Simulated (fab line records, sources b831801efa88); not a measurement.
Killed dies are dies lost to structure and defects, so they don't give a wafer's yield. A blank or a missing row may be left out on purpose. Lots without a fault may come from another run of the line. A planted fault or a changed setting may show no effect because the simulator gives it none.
Which tool did it? | flow gf180mcu | 14 lots, 42 wafers sampled, at 5 steps of a route of 602

WHAT THE GAUGES READ, wafer by wafer
GF_DNWELL_TW_MEAS_09. Usual: DNWELL_TW 1350, standard deviation 12.
lot  | measured    | on            | DNWELL_TW                     | flag
L399 | day 2 21:37 | film_metro-04 | 1359 1367 1357                |
L400 | day 3 00:55 | film_metro-01 | 1359 1358 1341                |
L402 | day 3 10:25 | film_metro-03 | 1336 1338 1333                |
L406 | day 4 07:22 | film_metro-01 | 1361 1360 1355                |
L410 | day 5 05:39 | film_metro-03 | 1402 1410 1401 1406 1403 1408 | OFF
L411 | day 5 08:58 | film_metro-01 | 1426 1428 1438 1426 1430 1428 | OFF
L412 | day 5 17:43 | film_metro-01 | 1367 1368 1367                |
L413 | day 6 02:55 | film_metro-03 | 1329 1327 1333                |
L414 | day 6 03:10 | film_metro-04 | 1352 1352 1349                |
L415 | day 6 16:58 | film_metro-04 | 1345 1346 1352                |
L417 | day 7 03:23 | film_metro-01 | 1359 1366 1359                |
L418 | day 7 05:43 | film_metro-03 | 1345 1341 1345                |
L419 | day 7 11:49 | film_metro-03 | 1342 1334 1332                |
L422 | day 7 23:43 | film_metro-01 | 1358 1361 1362                |

GF_M1_OVL_MEAS_15. Usual: M1_OVL 1 nm, standard deviation 5.9.
lot  | measured     | on         | M1_OVL (nm) | flag
L399 | day 17 10:59 | overlay-02 | 11 5 18     |
L400 | day 17 15:13 | overlay-02 | 2 6 6       |
L402 | day 18 00:58 | overlay-01 | -6 -15 0    |
L406 | day 19 18:25 | overlay-02 | 4 2 5       |
L410 | day 21 10:43 | overlay-02 | -8 -3 -2    |
L411 | day 21 19:04 | overlay-02 | -5 1 -1     |
L412 | day 22 07:11 | overlay-01 | 0 2 2       |
L413 | day 22 23:33 | overlay-02 | 6 -1 13     |
L414 | day 22 22:31 | overlay-01 | 9 7 9       |
L415 | day 23 15:13 | overlay-01 | -4 -6 1     |
L417 | day 24 01:29 | overlay-01 | -1 -7 -2    |
L418 | day 24 11:08 | overlay-02 | -1 -5 0     |
L419 | day 24 15:22 | overlay-01 | 8 -2 5      |
L422 | day 25 11:13 | overlay-01 | 8 14 14     |

GF_V1_BOW_MEAS_05. Usual: V1_BOW 80 um, standard deviation 6.7.
lot  | measured     | on            | V1_BOW (um) | flag
L399 | day 17 12:16 | film_metro-03 | 78 73 82    |
L400 | day 17 16:38 | film_metro-02 | 92 78 89    |
L402 | day 18 02:15 | film_metro-03 | 73 79 82    |
L406 | day 19 19:43 | film_metro-02 | 78 89 93    |
L410 | day 21 12:28 | film_metro-02 | 84 72 76    |
L411 | day 21 20:21 | film_metro-01 | 90 87 83    |
L412 | day 22 08:28 | film_metro-01 | 87 90 75    |
L413 | day 23 00:49 | film_metro-02 | 81 81 80    |
L414 | day 22 23:47 | film_metro-02 | 77 76 74    |
L415 | day 23 16:53 | film_metro-01 | 80 82 68    |
L417 | day 24 02:46 | film_metro-02 | 87 78 81    |
L418 | day 24 12:24 | film_metro-02 | 76 91 85    |
L419 | day 24 16:38 | film_metro-03 | 79 81 83    |
L422 | day 25 12:30 | film_metro-01 | 84 79 80    |

GF_M2_OVL_MEAS_15. Usual: M2_OVL -1 nm, standard deviation 5.4.
lot  | measured     | on         | M2_OVL (nm) | flag
L399 | day 19 14:55 | overlay-02 | -12 -6 -5   |
L400 | day 19 19:19 | overlay-02 | 12 15 8     |
L402 | day 20 03:37 | overlay-01 | 0 -1 4      |
L406 | day 21 21:13 | overlay-02 | -3 -6 -6    |
L410 | day 23 11:52 | overlay-01 | 7 0 3       |
L411 | day 23 20:37 | overlay-01 | -2 3 -2     |
L412 | day 24 07:34 | overlay-02 | 4 2 -5      |
L413 | day 24 23:44 | overlay-01 | -5 -4 1     |
L414 | day 24 22:26 | overlay-01 | 2 -1 -4     |
L415 | day 25 14:28 | overlay-02 | -12 -9 -7   |
L417 | day 26 00:31 | overlay-01 | -7 1 -3     |
L418 | day 26 09:16 | overlay-01 | 0 -1 -2     |
L419 | day 26 13:07 | overlay-01 | -11 -12 -10 |
L422 | day 27 08:22 | overlay-01 | -3 -2 -7    |

WHICH TOOL RAN EACH LOT (tool, then ch and the chambers of the sampled wafers, then the start)
lot  | GF_DNWELL_IMPLANT_07
L399 | implanter-04 ch 0, day 2 21:22
L400 | implanter-01 ch 0, day 3 00:41
L402 | implanter-04 ch 0, day 3 10:11
L406 | implanter-04 ch 0, day 4 07:07
L410 | implanter-04 ch 0, day 5 05:24
L411 | implanter-04 ch 0, day 5 08:43
L412 | implanter-01 ch 0, day 5 17:30
L413 | implanter-01 ch 0, day 6 02:41
L414 | implanter-02 ch 0, day 6 02:56
L415 | implanter-02 ch 0, day 6 16:43
L417 | implanter-02 ch 0, day 7 03:10
L418 | implanter-01 ch 0, day 7 05:29
L419 | implanter-02 ch 0, day 7 11:34
L422 | implanter-01 ch 0, day 7 23:29
- GF_DNWELL_IMPLANT_07

WHAT THE TOOLS THEMSELVES READ (means of the sampled wafers that have a number; where no wafer has one, the mark that the record gives instead)
GF_DNWELL_IMPLANT_07. Usual: beam_on_s 10.00 s, standard deviation 0.18; dose_ions_cm2 1e+13, standard deviation 1.3e+10; end_station_pressure_torr 5.02e-06 Torr, standard deviation 2.8e-07; faraday_current_uA 56.4, standard deviation 0.98.
lot  | tool         | beam_on_s (s) | dose_ions_cm2 | end_station_pressure_torr (Torr) | faraday_current_uA | flag
L399 | implanter-04 | 9.86          | 1e+13         | 4.92e-06                         | 57.1               |
L400 | implanter-01 | 10.10         | 1e+13         | 4.92e-06                         | 55.7               |
L402 | implanter-04 | 10.06         | 1e+13         | 4.93e-06                         | 56.1               |
L406 | implanter-04 | 10.02         | 1e+13         | 4.99e-06                         | 56.5               |
L410 | implanter-04 | 11.57         | 1e+13         | 8.41e-05                         | 48.4               | OFF
L411 | implanter-04 | 11.50         | 1e+13         | 8.34e-05                         | 48.5               | OFF
L412 | implanter-01 | 10.07         | 1e+13         | 4.65e-06                         | 55.8               |
L413 | implanter-01 | 9.98          | 1e+13         | 5.12e-06                         | 56.3               |
L414 | implanter-02 | 10.02         | 1e+13         | 4.99e-06                         | 56.4               |
L415 | implanter-02 | 9.95          | 1e+13         | 5.16e-06                         | 56.7               |
L417 | implanter-02 | 9.88          | 1e+13         | 5.06e-06                         | 56.9               |
L418 | implanter-01 | 10.21         | 1e+13         | 5.26e-06                         | 55.3               |
L419 | implanter-02 | 10.06         | 1e+13         | 5.12e-06                         | 55.9               |
L422 | implanter-01 | 9.97          | 1e+13         | 5.02e-06                         | 56.6               |

THE ANSWER, worked out from the rows above alone
Rule: a lot is off if the mean of its wafers that have a number lies more than 3 standard deviations from the usual mean. A lot without any number at a reading at which 4 lots or more have one is off too. The other lots that the step has rows for count as sound. The gauges are gone through in route order, then the tools' own readings, and for those a lot's mean is taken as printed above. The first step at which some lot is off is used, and at that step the reading that is off furthest; a lot without a number counts as furthest.
Off: L410, L411, at GF_DNWELL_TW_MEAS_09 (DNWELL_TW).
A tool fits if, at a process step before that reading, it ran every lot that is off, and no sound lot after the first of them. The gauges at GF_DNWELL_TW_MEAS_09 aren't tried: what is off there is off at GF_DNWELL_IMPLANT_07 too, on other tools, and a gauge's error can't cause that. One fits: implanter-04 at GF_DNWELL_IMPLANT_07. Its last sound lot is L406 (day 4 07:07), its first lot that is off L410 (day 5 05:24): a fault that began between those two fits.
The tool's own readings at GF_DNWELL_IMPLANT_07 bear it out: on the lots that are off they differ by more than 5 times the standard deviation of the sound lots' means. beam_on_s reads 11.54 s there against 10.02 s on the sound lots; end_station_pressure_torr reads 8.38e-05 Torr there against 5.01e-06 Torr on the sound lots; faraday_current_uA reads 48.5 there against 56.3 on the sound lots.

WHAT THE SIMULATOR HAD PUT IN
Process parameter drift: implanter-04, from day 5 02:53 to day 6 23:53, at GF_DNWELL_IMPLANT_07. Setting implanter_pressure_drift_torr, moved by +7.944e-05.
Process parameter drift: implanter-04, from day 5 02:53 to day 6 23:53, at GF_DNWELL_IMPLANT_07. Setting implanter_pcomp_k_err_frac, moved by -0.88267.
Lots struck among those shown: L410, L411. The rule above found the same.
